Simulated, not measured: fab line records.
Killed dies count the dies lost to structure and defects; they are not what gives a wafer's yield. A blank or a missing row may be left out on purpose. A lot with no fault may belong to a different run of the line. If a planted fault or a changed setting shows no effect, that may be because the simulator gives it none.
Which tool is to blame?    flow gf180mcu    7 lots, 21 wafers sampled, at 2 steps of a route of 602

WHAT EACH GAUGE READ, for each wafer
GF_M4_CD_MEAS_14: target cd 280 nm.
lot   measured      on         cd_nm (nm)
L192  day 23 18:37  cd_sem-01  280.1 280.9 280.6
L195  day 25 02:33  cd_sem-01  278.1 277.8 278.5
L197  day 25 21:01  cd_sem-01  281.4 280.5 281.0
L199  day 26 04:44  cd_sem-02  282.2 282.8 281.7
L201  day 26 22:35  cd_sem-01  278.5 279.9 279.8
L209  day 29 18:31  cd_sem-02  279.8 279.7 280.1
L212  day 30 00:51  cd_sem-02  282.6 281.8 281.8

TOOL THAT RAN EACH LOT (tool first, then ch and the chambers of the sampled wafers, then the start)
lot   GF_M4_SPUTTER_03
L192  pvd_sputter-01, day 22 19:46
L195  pvd_sputter-04, day 24 04:43
L197  pvd_sputter-01, day 24 23:23
L199  pvd_sputter-03, day 25 07:47
L201  pvd_sputter-03, day 26 02:14
L209  pvd_sputter-03, day 28 20:36
L212  pvd_sputter-04, day 29 06:00
- GF_M4_SPUTTER_03: material Ti, target thk 10 nm, time 6.7 s.

THE ANSWER, worked out from the rows above alone
Rule: the usual values come from the lots themselves. Put in order of their means at a reading, lots are off if they are a third of the lots or fewer, leave a main group of 4 or more, and stand apart from it by a gap of 3 or more times the standard deviation of the main group's means; of several such gaps the widest counts. A main group is skipped when, at the precision printed for the reading in the tables above, its means are all equal. Also off: a lot with no number at a reading for which 4 or more lots have one. The other lots that the step has rows for count as sound.
No lot is off at any reading shown: from this, nothing can be told.

WHAT WAS PUT IN BY THE SIMULATOR
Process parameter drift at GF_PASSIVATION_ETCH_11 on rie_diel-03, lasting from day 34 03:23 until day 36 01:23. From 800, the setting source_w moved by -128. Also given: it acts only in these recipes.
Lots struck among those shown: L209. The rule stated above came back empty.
